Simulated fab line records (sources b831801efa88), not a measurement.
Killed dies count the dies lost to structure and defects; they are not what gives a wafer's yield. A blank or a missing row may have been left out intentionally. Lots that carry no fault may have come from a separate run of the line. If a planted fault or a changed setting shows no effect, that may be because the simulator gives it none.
fab line records + flow sky130
[record]
- lots = 11
- wafers = 33
- last-day = 50
route steps=708 shown LI_CONTACT@375 LOCAL_INTERCONNECT@401 VIA1@461 METAL4@634 PAD_OPEN@708
lots untouched by any fault: they come from a run of this same line in which no faults occurred
start-h: start of the lot's first displayed wafer, in hours after the record's first day + wait-h: hours elapsed since this lot's preceding step + " repeats the value in the row above + L1.1+2: a row that stands for several wafers + - either no value or no given start + * or withheld: withheld + < > ~ a bound
route shown NAME@n: names a module that has steps shown in the file, with the first one's number in the route + usual: mean/standard deviation taken from wafers without a fault + same: alike in all rows + chamber/n: place in a boat + sites: each site's reading + _std_site: the values' standard deviation + _edge_site: inner sites' mean taken away from outer sites' mean + radius-mm: how far each site lies from the wafer's centre + mask NAME#n: copy n + behind: the most recent tool/chamber to have shaped the wafer + hold: reason for holding the lot/hours on hold/outcome of the hold + device: the n, p or np transistor that did not switch + end of line: tests run on the same wafers once the route is complete + where a step has no rows: the recipe by itself + killed: dies that structure and defects cost at the first sort, which is not the same as the wafer's yield + map: per-die view of a wafer (x killed, . not killed, _ where there is no die)
set.NAME: the setting that was run; set.NAME@STEP: the one run at that earlier step + model.NAME: the simulator's own value behind a step, which no gauge read
route steps across a sampled set of lots; one table per step, one row per wafer
services: from which hour (start-h, from the record's first day; less than 0 if before it) a tool's chamber was out of use, for how many hours, and why
[[steps]]
[step SKY_LI_CONTACT_OVL_MEAS_13]
[usual]
- LI_CONTACT_OVL = 2/6.1
| lot.wafer | tool       | chamber | start-h | wait-h | LI_CONTACT_OVL[nm] |
|-----------|------------|---------|---------|--------|--------------------|
| L445.4    | overlay-02 | -       | 677.64  | 0.1    | 14                 |
| L445.5    | "          | -       | "       | "      | 1                  |
| L445.6    | "          | -       | "       | "      | 15                 |
| L446.1    | overlay-01 | -       | 686.70  | 0.1    | -3                 |
| L446.2    | "          | -       | "       | "      | 1                  |
| L446.4    | "          | -       | "       | "      | 5                  |
| L448.2    | overlay-02 | -       | 709.41  | 0.1    | 17                 |
| L448.5    | "          | -       | "       | "      | -3                 |
| L448.6    | "          | -       | "       | "      | 5                  |
| L450.1    | overlay-01 | -       | 718.81  | 0.1    | -5                 |
| L450.2    | "          | -       | "       | "      | -1                 |
| L450.6    | "          | -       | "       | "      | 9                  |
| L451.1    | overlay-01 | -       | 733.05  | 0.1    | 4                  |
| L451.4    | "          | -       | "       | "      | 10                 |
| L451.6    | "          | -       | "       | "      | 6                  |
| L455.1    | overlay-01 | -       | 816.01  | 0.1    | -6                 |
| L455.2    | "          | -       | "       | "      | 7                  |
| L455.5    | "          | -       | "       | "      | -1                 |
| L456.1    | overlay-02 | -       | 821.41  | 0.1    | 0                  |
| L456.2    | "          | -       | "       | "      | 8                  |
| L456.3    | "          | -       | "       | "      | 8                  |
| L461.1    | overlay-01 | -       | 831.31  | 0.1    | -14                |
| L461.2    | "          | -       | "       | "      | -12                |
| L461.3    | "          | -       | "       | "      | -13                |
| L463.2    | overlay-01 | -       | 839.08  | 0.1    | 3                  |
| L463.4    | "          | -       | "       | "      | 9                  |
| L463.6    | "          | -       | "       | "      | -3                 |
| L464.1    | overlay-02 | -       | 839.81  | 0.1    | 3                  |
| L464.2    | "          | -       | "       | "      | 0                  |
| L464.5    | "          | -       | "       | "      | -1                 |
| L465.1    | overlay-01 | -       | 850.30  | 0.1    | -4                 |
| L465.5    | "          | -       | "       | "      | -2                 |
| L465.6    | "          | -       | "       | "      | 0                  |
[step SKY_LOCAL_INTERCONNECT_METAL_ETCH_14]
[recipe]
- target-depth-nm = 110
- stop-on = PSG
- chemistry = Cl2/BCl3
- target = TiN
- resist-sidewall-deg = 88
- pressure-mtorr = 10
- icp-w = 900
- bias-w = 48.5
- Cl2_flow_sccm = 60
- bcl3-flow-sccm = 30
- time-s = 31.4
[usual]
- drypump-motor-current-A = 5.97/0.25
- oes-product-au = 0.940/0.0087
- throttle-valve-pct = 21.901/0.0089
| lot.wafer | tool         | chamber | start-h | wait-h | drypump-motor-current-A | oes-product-au | rf-hours-counter-h | throttle-valve-pct |
|-----------|--------------|---------|---------|--------|-------------------------|----------------|--------------------|--------------------|
| L445.4    | rie-metal-02 | 1       | 707.02  | 0.0    | 5.55                    | 0.935          | -                  | 21.898             |
| L445.5    | "            | 0       | "       | "      | 5.92                    | 0.934          | -                  | 21.909             |
| L445.6    | "            | 1       | "       | "      | 5.54                    | 0.946          | -                  | 21.896             |
| L446.1    | rie-metal-04 | 1       | 715.97  | 0.0    | 6.35                    | 0.931          | 14                 | 21.904             |
| L446.2    | "            | 0       | "       | "      | 6.07                    | 0.936          | 0                  | 21.901             |
| L446.4    | "            | 0       | "       | "      | 6.08                    | 0.939          | -                  | 21.902             |
| L448.2    | rie-metal-04 | 0       | 739.25  | 0.1    | 6.07                    | 0.923          | -                  | 21.905             |
| L448.5    | "            | 0       | "       | "      | 6.07                    | 0.938          | -                  | 21.906             |
| L448.6    | "            | 0       | "       | "      | 6.07                    | 0.941          | -                  | 21.896             |
| L450.1    | rie-metal-04 | 0       | 747.58  | 0.1    | 6.09                    | 0.953          | 2                  | 21.886             |
| L450.2    | "            | 0       | "       | "      | 6.08                    | 0.936          | -                  | 21.898             |
| L450.6    | "            | 0       | "       | "      | 6.08                    | 0.934          | -                  | 21.902             |
| L451.1    | rie-metal-03 | 0       | 762.18  | 0.1    | 5.74                    | 0.950          | 12                 | 21.900             |
| L451.4    | "            | 0       | "       | "      | 5.72                    | 0.938          | -                  | 21.906             |
| L451.6    | "            | 0       | "       | "      | 5.75                    | 0.941          | -                  | 21.906             |
| L455.1    | rie-metal-02 | 1       | 843.37  | 0.0    | 5.55                    | 0.945          | 5                  | 21.878             |
| L455.2    | "            | 0       | "       | "      | 5.93                    | 0.939          | 11                 | 21.902             |
| L455.5    | "            | 1       | "       | "      | 5.53                    | 0.954          | -                  | 21.886             |
| L456.1    | rie-metal-03 | 1       | 848.67  | 0.0    | 6.16                    | 0.930          | 2                  | 21.885             |
| L456.2    | "            | 0       | "       | "      | 5.74                    | 0.931          | 16                 | 21.894             |
| L456.3    | "            | 1       | "       | "      | 6.13                    | 0.935          | -                  | 21.910             |
| L461.1    | rie-metal-02 | 0       | 858.54  | 0.0    | 5.93                    | 0.936          | 11                 | 21.904             |
| L461.2    | "            | 1       | "       | "      | 5.54                    | 0.947          | 6                  | 21.911             |
| L461.3    | "            | 0       | "       | "      | 5.93                    | 0.938          | -                  | 21.912             |
| L463.2    | rie-metal-03 | 1       | 866.46  | 0.0    | 6.16                    | 0.945          | 3                  | 21.905             |
| L463.4    | "            | 1       | "       | "      | 6.19                    | 0.935          | -                  | 21.915             |
| L463.6    | "            | 0       | "       | "      | 5.75                    | 0.932          | -                  | 21.911             |
| L464.1    | rie-metal-04 | 0       | 867.41  | 0.0    | 6.09                    | 0.940          | 7                  | 21.915             |
| L464.2    | "            | 1       | "       | "      | 6.29                    | 0.960          | 4                  | 21.905             |
| L464.5    | "            | 0       | "       | "      | 6.08                    | 0.939          | -                  | 21.915             |
| L465.1    | rie-metal-04 | 1       | 877.52  | 0.0    | 6.35                    | 0.943          | 5                  | 21.909             |
| L465.5    | "            | 1       | "       | "      | 6.31                    | 0.934          | -                  | 21.896             |
| L465.6    | "            | 0       | "       | "      | 6.08                    | 0.947          | -                  | 21.891             |
[step SKY_VIA1_BOW_MEAS_03]
[recipe]
- mode = bow
[usual]
- VIA1_BOW = 78/7.3
| lot.wafer | tool          | chamber | start-h | wait-h | VIA1_BOW[um] |
|-----------|---------------|---------|---------|--------|--------------|
| L445.4    | film-metro-03 | -       | 766.77  | 0.2    | 57           |
| L445.5    | "             | -       | "       | "      | 82           |
| L445.6    | "             | -       | "       | "      | 81           |
| L446.1    | film-metro-04 | -       | 774.14  | 0.2    | 90           |
| L446.2    | "             | -       | "       | "      | 80           |
| L446.4    | "             | -       | "       | "      | 81           |
| L448.2    | film-metro-03 | -       | 798.54  | 0.2    | 75           |
| L448.5    | "             | -       | "       | "      | 74           |
| L448.6    | "             | -       | "       | "      | 74           |
| L450.1    | film-metro-04 | -       | 806.07  | 0.1    | 81           |
| L450.2    | "             | -       | "       | "      | 73           |
| L450.6    | "             | -       | "       | "      | 79           |
| L451.1    | film-metro-03 | -       | 821.11  | 0.1    | 70           |
| L451.4    | "             | -       | "       | "      | 90           |
| L451.6    | "             | -       | "       | "      | 72           |
| L455.1    | film-metro-01 | -       | 899.69  | 0.1    | 67           |
| L455.2    | "             | -       | "       | "      | 63           |
| L455.5    | "             | -       | "       | "      | 66           |
| L456.1    | film-metro-01 | -       | 904.51  | 0.1    | 77           |
| L456.2    | "             | -       | "       | "      | 81           |
| L456.3    | "             | -       | "       | "      | 73           |
| L461.1    | film-metro-04 | -       | 915.65  | 0.2    | 84           |
| L461.2    | "             | -       | "       | "      | 81           |
| L461.3    | "             | -       | "       | "      | 75           |
| L463.2    | film-metro-01 | -       | 922.10  | 0.1    | 75           |
| L463.4    | "             | -       | "       | "      | 76           |
| L463.6    | "             | -       | "       | "      | 81           |
| L464.1    | film-metro-04 | -       | 924.32  | 0.1    | 80           |
| L464.2    | "             | -       | "       | "      | 81           |
| L464.5    | "             | -       | "       | "      | 85           |
| L465.1    | film-metro-01 | -       | 933.97  | 0.2    | 84           |
| L465.5    | "             | -       | "       | "      | 86           |
| L465.6    | "             | -       | "       | "      | 68           |
[step SKY_METAL4_METAL_ETCH_18]
[recipe]
- target-depth-a = 8450
- stop-on = SiO2
- over-etch-frac = 0.3
- time-s = 183.1
- chemistry = Cl2/BCl3
- resist-sidewall-deg = 88
- pressure-mtorr = 10
- icp-w = 900
- bias-w = 48.5
- Cl2_flow_sccm = 60
- bcl3-flow-sccm = 30
[usual]
- drypump-motor-current-A = 6.01/0.29
- oes-product-au = 0.864/0.0074
- throttle-valve-pct = 22.264/0.009
| lot.wafer | tool         | chamber | start-h | wait-h | drypump-motor-current-A | oes-product-au | rf-hours-counter-h | throttle-valve-pct |
|-----------|--------------|---------|---------|--------|-------------------------|----------------|--------------------|--------------------|
| L445.4    | rie-metal-04 | 0       | 982.35  | 0.1    | 6.08                    | 0.850          | -                  | 22.263             |
| L445.5    | "            | 0       | "       | "      | 6.07                    | 0.854          | -                  | 22.246             |
| L445.6    | "            | 1       | "       | "      | 6.34                    | 0.850          | -                  | 22.269             |
| L446.1    | rie-metal-03 | 0       | 988.30  | 0.0    | 5.74                    | 0.877          | 22                 | 22.264             |
| L446.2    | "            | 1       | "       | "      | 6.19                    | 0.876          | 10                 | 22.255             |
| L446.4    | "            | 1       | "       | "      | 6.21                    | 0.875          | -                  | 22.266             |
| L448.2    | rie-metal-01 | 0       | 1010.58 | 0.0    | 5.54                    | 0.867          | 16                 | 22.278             |
| L448.5    | "            | 0       | "       | "      | 5.54                    | 0.874          | -                  | 22.271             |
| L448.6    | "            | 1       | "       | "      | 6.26                    | 0.877          | -                  | 22.274             |
| L450.1    | rie-metal-01 | 1       | 1016.44 | 0.0    | 6.24                    | 0.870          | 5                  | 22.253             |
| L450.2    | "            | 0       | "       | "      | 5.52                    | 0.861          | 17                 | 22.260             |
| L450.6    | "            | 0       | "       | "      | 5.53                    | 0.874          | -                  | 22.264             |
| L451.1    | rie-metal-04 | 1       | 1026.16 | 0.0    | 6.30                    | 0.872          | 13                 | 22.261             |
| L451.4    | "            | 0       | "       | "      | 6.05                    | 0.882          | -                  | 22.265             |
| L451.6    | "            | 1       | "       | "      | 6.31                    | 0.872          | -                  | 22.250             |
| L455.1    | rie-metal-04 | 0       | 1093.09 | 0.0    | 6.09                    | 0.699          | 20                 | 22.267             |
| L455.2    | "            | 1       | "       | "      | 6.28                    | 0.697          | 17                 | 22.273             |
| L455.5    | "            | 0       | "       | "      | 6.09                    | 0.699          | -                  | 22.265             |
| L456.1    | rie-metal-04 | 0       | 1098.35 | 0.0    | 6.07                    | 0.697          | 21                 | 22.257             |
| L456.2    | "            | 1       | "       | "      | 6.35                    | 0.697          | 17                 | 22.270             |
| L456.3    | "            | 1       | "       | "      | 6.36                    | 0.693          | -                  | 22.257             |
| L461.1    | rie-metal-03 | 1       | 1105.00 | 0.0    | 6.21                    | 0.870          | 18                 | 22.259             |
| L461.2    | "            | 0       | "       | "      | 5.73                    | 0.857          | 6                  | 22.261             |
| L461.3    | "            | 1       | "       | "      | 6.21                    | 0.852          | -                  | 22.261             |
| L464.1    | rie-metal-03 | 0       | 1110.60 | 0.0    | 5.75                    | 0.875          | 7                  | 22.252             |
| L464.2    | "            | 0       | "       | "      | 5.71                    | 0.861          | -                  | 22.262             |
| L464.5    | "            | 0       | "       | "      | 5.75                    | 0.868          | -                  | 22.249             |
| L463.2    | rie-metal-01 | 1       | 1110.95 | 0.0    | 6.23                    | 0.870          | 11                 | 22.265             |
| L463.4    | "            | 0       | "       | "      | 5.53                    | 0.855          | -                  | 22.267             |
| L463.6    | "            | 0       | "       | "      | 5.53                    | 0.854          | -                  | 22.251             |
| L465.1    | rie-metal-03 | 0       | 1120.19 | 0.0    | 5.75                    | 0.862          | 8                  | 22.251             |
| L465.5    | "            | 0       | "       | "      | 5.77                    | 0.863          | -                  | 22.260             |
| L465.6    | "            | 0       | "       | "      | 5.74                    | 0.857          | -                  | 22.264             |
[step SKY_METAL4_STRIP_19]
[recipe]
- chemistry = O2/N2
- power-w = 1400
- pressure-mtorr = 1500
- platen-temp-c = withheld
- o2-flow-sccm = 3000
- n2-flow-sccm = 300
- overash-fraction = 0.5
[usual]
- drypump-motor-current-A = 6.1/0.53
- n2-flow-sccm = 299.9/0.83
- oes-product-au = 0.505/0.0056
- strip-time-to-endpoint-s = 6.60/0.087
| lot.wafer | tool            | chamber | start-h | wait-h | drypump-motor-current-A | n2-flow-sccm | oes-product-au | rf-hours-counter-h | strip-time-to-endpoint-s |
|-----------|-----------------|---------|---------|--------|-------------------------|--------------|----------------|--------------------|--------------------------|
| L445.4    | plasma-asher-01 | 1       | 982.52  | 0.1    | 6.5                     | 299.0        | 0.498          | -                  | 6.56                     |
| L445.5    | "               | 1       | "       | "      | 6.4                     | 299.4        | 0.506          | -                  | 6.62                     |
| L445.6    | "               | 0       | "       | "      | 6.3                     | 299.8        | 0.514          | -                  | 6.69                     |
| L446.1    | plasma-asher-04 | 1       | 988.47  | 0.1    | 6.8                     | 301.0        | 0.504          | 25                 | 6.64                     |
| L446.2    | "               | 0       | "       | "      | 5.2                     | 300.1        | 0.505          | 25                 | 6.58                     |
| L446.4    | "               | 1       | "       | "      | 6.8                     | 300.2        | 0.515          | -                  | 6.58                     |
| L448.2    | plasma-asher-01 | 1       | 1010.75 | 0.1    | 6.4                     | 300.3        | 0.514          | 89                 | 6.64                     |
| L448.5    | "               | 1       | "       | "      | 6.4                     | 301.1        | 0.504          | -                  | 6.67                     |
| L448.6    | "               | 0       | "       | "      | 6.3                     | 298.5        | 0.509          | -                  | 6.64                     |
| L450.1    | plasma-asher-04 | 1       | 1016.61 | 0.1    | 6.8                     | 297.9        | 0.502          | 28                 | 6.53                     |
| L450.2    | "               | 0       | "       | "      | 5.2                     | 300.4        | 0.498          | 28                 | 6.58                     |
| L450.6    | "               | 1       | "       | "      | 6.8                     | 299.1        | 0.505          | -                  | 6.60                     |
| L451.1    | plasma-asher-03 | 1       | 1026.33 | 0.1    | 6.3                     | 299.8        | 0.506          | 62                 | 6.74                     |
| L451.4    | "               | 0       | "       | "      | 5.7                     | 299.1        | 0.502          | -                  | 6.67                     |
| L451.6    | "               | 0       | "       | "      | 5.7                     | 298.8        | 0.512          | -                  | 6.72                     |
| L455.1    | plasma-asher-03 | 1       | 1093.27 | 0.1    | 6.3                     | 300.3        | 0.610          | 69                 | 9.14                     |
| L455.2    | "               | 0       | "       | "      | 5.7                     | 300.6        | 0.613          | 69                 | 9.17                     |
| L455.5    | "               | 0       | "       | "      | 5.7                     | 301.8        | 0.607          | -                  | 9.14                     |
| L456.1    | plasma-asher-03 | 0       | 1098.52 | 0.1    | 5.7                     | 301.5        | 0.606          | 70                 | 9.18                     |
| L456.2    | "               | 1       | "       | "      | 6.3                     | 300.1        | 0.612          | 70                 | 9.19                     |
| L456.3    | "               | 1       | "       | "      | 6.3                     | 298.7        | 0.609          | -                  | 9.20                     |
| L461.1    | plasma-asher-04 | 0       | 1105.17 | 0.1    | 5.2                     | 298.2        | 0.504          | 37                 | 6.55                     |
| L461.2    | "               | 1       | "       | "      | 6.7                     | 299.1        | 0.502          | 37                 | 6.49                     |
| L461.3    | "               | 0       | "       | "      | 5.2                     | 299.3        | 0.514          | -                  | 6.62                     |
| L464.1    | plasma-asher-04 | 1       | 1110.95 | 0.3    | 6.7                     | 299.7        | 0.492          | 37                 | 6.43                     |
| L464.2    | "               | 0       | "       | "      | 5.2                     | 299.0        | 0.505          | 37                 | 6.44                     |
| L464.5    | "               | 0       | "       | "      | 5.2                     | 299.0        | 0.502          | -                  | 6.49                     |
| L463.2    | plasma-asher-01 | 0       | 1111.12 | 0.1    | 6.3                     | 300.6        | 0.492          | 97                 | 6.60                     |
| L463.4    | "               | 1       | "       | "      | 6.4                     | 299.3        | 0.504          | -                  | 6.59                     |
| L463.6    | "               | 0       | "       | "      | 6.3                     | 300.2        | 0.503          | -                  | 6.57                     |
| L465.1    | plasma-asher-03 | 1       | 1120.55 | 0.3    | 6.4                     | 300.5        | 0.499          | 73                 | 6.50                     |
| L465.5    | "               | 1       | "       | "      | 6.4                     | 299.7        | 0.504          | -                  | 6.45                     |
| L465.6    | "               | 0       | "       | "      | 5.7                     | 299.3        | 0.507          | -                  | 6.51                     |
[step SKY_PAD_OPEN_PROBE_99]
[usual]
- defect-limited-yield = 82.6/2
- killed_at_M0_to_M3 = 43/7.3
- killed_at_M4_up = 3.4/1.7
- killed-at-contacts = 24/4.5
- killed-at-front-end = 16/4.4
- killed-at-other = 0.2/0.51
- killed-dies = 86/9.7
- killed-on-rim = 17/3.7
- killed-open = 46/6.6
- killed-short = 39/7.1
- sort_bin_3_pad_short = 0.9/0.45
- sort_bin_5_function = 10.4/1.4
- sort_bin_6_memory = 6.2/1.2
- sort-n-pass = 406/9.7
- sort-yield-pct = 82.6/2
[same]
- gross-dies = 492
- killed-at-back-side = 0
- sort_bin_4_leakage[%] = 0
- sort_bin_8_speed[%] = 0
| lot.wafer | tool      | chamber | start-h | wait-h | defect-limited-yield[%] | killed_at_M0_to_M3 | killed_at_M4_up | killed-at-contacts | killed-at-front-end | killed-at-other | killed-dies | killed-on-rim | killed-open | killed-short | sort_bin_3_pad_short[%] | sort_bin_5_function[%] | sort_bin_6_memory[%] | sort-n-pass | sort-yield-pct[%] |
|-----------|-----------|---------|---------|--------|-------------------------|--------------------|-----------------|--------------------|---------------------|-----------------|-------------|---------------|-------------|--------------|-------------------------|------------------------|----------------------|-------------|-------------------|
| L455.1    | prober-01 | -       | 1175.43 | 0.1    | 0                       | 40                 | 415             | 24                 | 13                  | 0               | 492         | 96            | 39          | 40           | 1.0                     | 93.7                   | 5.3                  | 0           | 0                 |
| L455.2    | prober-01 | -       | 1175.48 | 0.1    | 0                       | 37                 | 403             | 34                 | 17                  | 1               | 492         | 96            | 44          | 46           | 0.6                     | 92.9                   | 6.5                  | 0           | 0                 |
| L455.5    | prober-01 | -       | 1175.63 | 0.2    | 0                       | 36                 | 415             | 27                 | 13                  | 1               | 492         | 96            | 36          | 42           | 0.8                     | 94.3                   | 4.9                  | 0           | 0                 |
| L456.1    | prober-01 | -       | 1180.46 | 0.1    | 0                       | 49                 | 405             | 14                 | 23                  | 1               | 492         | 96            | 44          | 46           | 2.4                     | 91.9                   | 5.7                  | 0           | 0                 |
| L456.2    | prober-01 | -       | 1180.51 | 0.1    | 0                       | 40                 | 414             | 20                 | 18                  | 0               | 492         | 96            | 44          | 35           | 1.2                     | 93.7                   | 5.1                  | 0           | 0                 |
| L456.3    | prober-01 | -       | 1180.56 | 0.2    | 0                       | 59                 | 395             | 20                 | 18                  | 0               | 492         | 96            | 51          | 47           | 1.8                     | 91.5                   | 6.7                  | 0           | 0                 |
// killed by level:class
L455.1 METAL4:area-etch=412 CONTACT:geometric-particle:open=10 VIA1:geometric-particle:open=9 METAL1:geometric-particle:short=7 METAL2:geometric-particle:short=7 LI_CONTACT:geometric-particle:open=5 VIA2:geometric-particle:open=5 POLY_GATE:geometric-particle:short=4
L455.2 METAL4:area-etch=401 CONTACT:geometric-particle:open=8 VIA1:geometric-particle:open=8 LOCAL_INTERCONNECT:geometric-particle:short=7 CONTACT:geometric-particle:short=7 METAL2:geometric-particle:short=6 POLY_GATE:geometric-particle:short=5 LI_CONTACT:geometric-particle:open=5
L455.5 METAL4:area-etch=413 CONTACT:geometric-particle:open=10 CONTACT:geometric-particle:short=8 METAL2:geometric-particle:short=8 METAL3:geometric-particle:short=7 LI_CONTACT:geometric-particle:open=6 VIA3:geometric-particle:open=5 POLY_GATE:geometric-particle:short=4
L456.1 METAL4:area-etch=402 FIELD_ISO:geometric-particle:open=9 VIA1:geometric-particle:open=7 VIA1:geometric-particle:short=7 VIA2:geometric-particle:open=7 VIA3:geometric-particle:open=6 LI_CONTACT:geometric-particle:open=5 VIA2:geometric-particle:short=5
L456.2 METAL4:area-etch=413 VIA1:geometric-particle:open=10 FIELD_ISO:geometric-particle:open=9 CONTACT:geometric-particle:open=9 METAL2:geometric-particle:short=7 FIELD_ISO:geometric-particle:short=6 VIA2:geometric-particle:open=6 LI_CONTACT:geometric-particle:open=4
L456.3 METAL4:area-etch=394 VIA1:geometric-particle:open=20 METAL1:geometric-particle:short=8 LI_CONTACT:geometric-particle:open=7 CONTACT:geometric-particle:short=7 VIA2:geometric-particle:open=5 VIA3:geometric-particle:open=5 POLY_GATE:geometric-particle:open=4
[[services]]
| tool            | chamber | start-h | hours | kind   |
|-----------------|---------|---------|-------|--------|
| rie-metal-04    | -       | 696.59  | 14.6  | pm     |
| plasma-asher-04 | -       | 733.75  | 9.0   | pm     |
| plasma-asher-01 | -       | 750.55  | 6.6   | repair |
| plasma-asher-03 | -       | 772.82  | 2.4   | repair |
| plasma-asher-01 | -       | 774.90  | 15.6  | pm     |
| plasma-asher-03 | -       | 840.66  | 1.6   | repair |
| plasma-asher-01 | -       | 861.32  | 14.2  | pm     |
| plasma-asher-04 | -       | 879.95  | 4.5   | repair |
| plasma-asher-01 | -       | 902.30  | 0.4   | repair |
| plasma-asher-01 | -       | 912.72  | 3.7   | repair |
| rie-metal-03    | 0       | 927.17  | 20.9  | repair |
| rie-metal-02    | -       | 959.01  | 0.9   | repair |
| plasma-asher-04 | -       | 980.15  | 4.3   | pm     |
| rie-metal-01    | -       | 980.42  | 0.4   | repair |
| plasma-asher-01 | -       | 995.79  | 9.6   | repair |
| plasma-asher-03 | -       | 1010.90 | 2.8   | pm     |
| rie-metal-04    | 1       | 1048.17 | 2.6   | repair |
| rie-metal-04    | 0       | 1056.61 | 1.1   | repair |
| plasma-asher-04 | -       | 1071.51 | 1.7   | repair |
| plasma-asher-04 | -       | 1076.18 | 2.8   | pm     |
| plasma-asher-01 | -       | 1084.12 | 15.0  | repair |
| plasma-asher-04 | -       | 1098.00 | 0.7   | repair |
| rie-metal-03    | 1       | 1110.38 | 10.4  | repair |
| plasma-asher-04 | -       | 1112.11 | 1.5   | repair |
[[key]]
[first-sign]
- step = SKY_METAL4_METAL_ETCH_18
- reading = oes-product-au
- direction = down
- sigmas = 23
- usual = 0.864
- struck = 0.697
[effect]
- step = SKY_METAL4_STRIP_19
- reading = strip-time-to-endpoint-s
- direction = up
- sigmas = 30
- usual = *
- struck = *
[effect]
- step = SKY_PAD_OPEN_PROBE_99
- reading = killed_at_M4_up
- direction = up
- sigmas = 99+
- usual = 3.4
- struck = 407.8
[more-kills-born-at]
- SKY_METAL4_METAL_ETCH_18@rie-metal-04 = 2435
met-at SKY_METAL4_METAL_ETCH_18
struck-lots L455,L456
later-rows-left-out L455.1,L455.2,L455.5,L456.1,L456.2,L456.3
not-acting-at SKY_LI_CONTACT_OVL_MEAS_13,SKY_LOCAL_INTERCONNECT_METAL_ETCH_14,SKY_VIA1_BOW_MEAS_03
onset-between 1026.16 1093.09
[fault]
- kind = process-parameter-drift
- tool = rie-metal-04
- chamber = -
- onset-h = 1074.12
- steps = SKY_METAL4_METAL_ETCH_18
- channel = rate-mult
- offset = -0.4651
- shape = step
- end-h = 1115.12
// later-rows-left-out: the simulator's readings of these wafers behind a module that went badly wrong aren't trusted and aren't shown, but for the sort
